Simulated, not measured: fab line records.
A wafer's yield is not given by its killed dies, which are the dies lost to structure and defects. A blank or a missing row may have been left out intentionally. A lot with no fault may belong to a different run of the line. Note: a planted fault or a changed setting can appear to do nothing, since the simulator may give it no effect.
Problem report, 8D (eight disciplines) form, completed by code || flow sfq-line || the parts of the form that need people (team, actions taken, sign-off) are left out

## 1. THE PROBLEM
At SFQ_TRILAYER_I0_CMP_CMP_028, time-to-endpoint-s averages 280 s over 2 wafers from 2 lots, while fault-free wafers read 211 s, standard deviation 8.2. That puts it +8.4 standard deviations away from the usual mean.
The step: polishes SiO2.
First seen on wafer L135.4, day 13 03:32, on cmp-01. The record has a number at this step for 42 wafers belonging to 14 lots. Rule for "out", or "out of limits": more than 4 standard deviations from the usual mean. The rest of the wafers with a number are treated as sound.

## 2. WHAT IT IS, AND WHAT IT ISN'T
{"question": "which readings at this step", "is": "time-to-endpoint-s", "is not": "motor-current-A, retaining-ring-pressure-frac"}
{"question": "which lots", "is": "L135, L136", "is not": "L120, L123, L124, L125, L127, L128, L129, L130, L131, L133, L139, L141"}
{"question": "which wafers of those lots", "is": "L135.4, L136.4", "is not": "L135.1, L135.3, L136.1, L136.2"}
{"question": "read on which tools", "is": "cmp-01", "is not": "cmp-02"}
{"question": "when", "is": "from day 13 03:32", "is not": "up to then (30 sound wafers); but 10 sound wafers of L135, L136, L139, L141 came after"}

## 3. THE SUSPECTS, EACH WITH WHAT RULES IT OUT
Counting: a tool at a process step up to the reading stays a suspect if it ran every lot that is out. Sound lots after the first of them don't rule it out here, since some wafers of a struck lot are sound.
- cmp-01 at SFQ_TRILAYER_I0_CMP_CMP_028 (polishes SiO2): kept. Every lot that is out went through it, the first being L135 (day 13 03:32); the last sound lot it ran before that was L133 (day 12 15:32). Its own time-to-endpoint-s readings are out on those wafers.
Remaining after the count: cmp-01 at SFQ_TRILAYER_I0_CMP_CMP_028.

## 4. THE CAUSE (what the simulator had put in)
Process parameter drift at SFQ_TRILAYER_I0_CMP_CMP_028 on cmp-01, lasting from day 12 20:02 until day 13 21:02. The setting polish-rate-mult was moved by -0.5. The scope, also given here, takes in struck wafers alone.
Counting left only this tool.

## 5. THE CHAIN OF EFFECTS, in route order
Each row: a reading where the mean over the struck wafers with a number is more than 3 standard deviations away from the usual. Only readings whose record carries a usual standard deviation are examined. hours: median over the lots of the time between each lot's start at the first step of this table that gives one and its start at this step. sigmas: the change, counted in usual standard deviations.
{"hours": 0, "step": "SFQ_TRILAYER_I0_CMP_CMP_028", "reading": "time-to-endpoint-s", "usual": "211 s", "on struck wafers": 280, "change": "+69", "sigmas": "+8.4"}
{"hours": 3, "step": "SFQ_TRILAYER_I0_METRO_MEASURE_029", "reading": "thk-nm", "usual": "199.5 nm", "on struck wafers": 305.5, "change": "+106.0", "sigmas": "+76"}
{"hours": 66, "step": "SFQ_TRILAYER_I0_VIA_ETCH_VIA_ETCH_034", "reading": "oes-product-au", "usual": "0.853 a.u.", "on struck wafers": 1.011, "change": "+0.158", "sigmas": "+28"}
Its process steps:
- SFQ_TRILAYER_I0_CMP_CMP_028: polishes SiO2.
- SFQ_TRILAYER_I0_METRO_MEASURE_029
- SFQ_TRILAYER_I0_VIA_ETCH_VIA_ETCH_034: etches SiO2 in CHF3, stops on Nb, target depth 260 nm.

## 6. HOW IT WOULD HAVE BEEN CAUGHT EARLIER
The fault began at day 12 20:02; the first out-of-limits reading in this record came at day 13 03:32, 8 hours later.
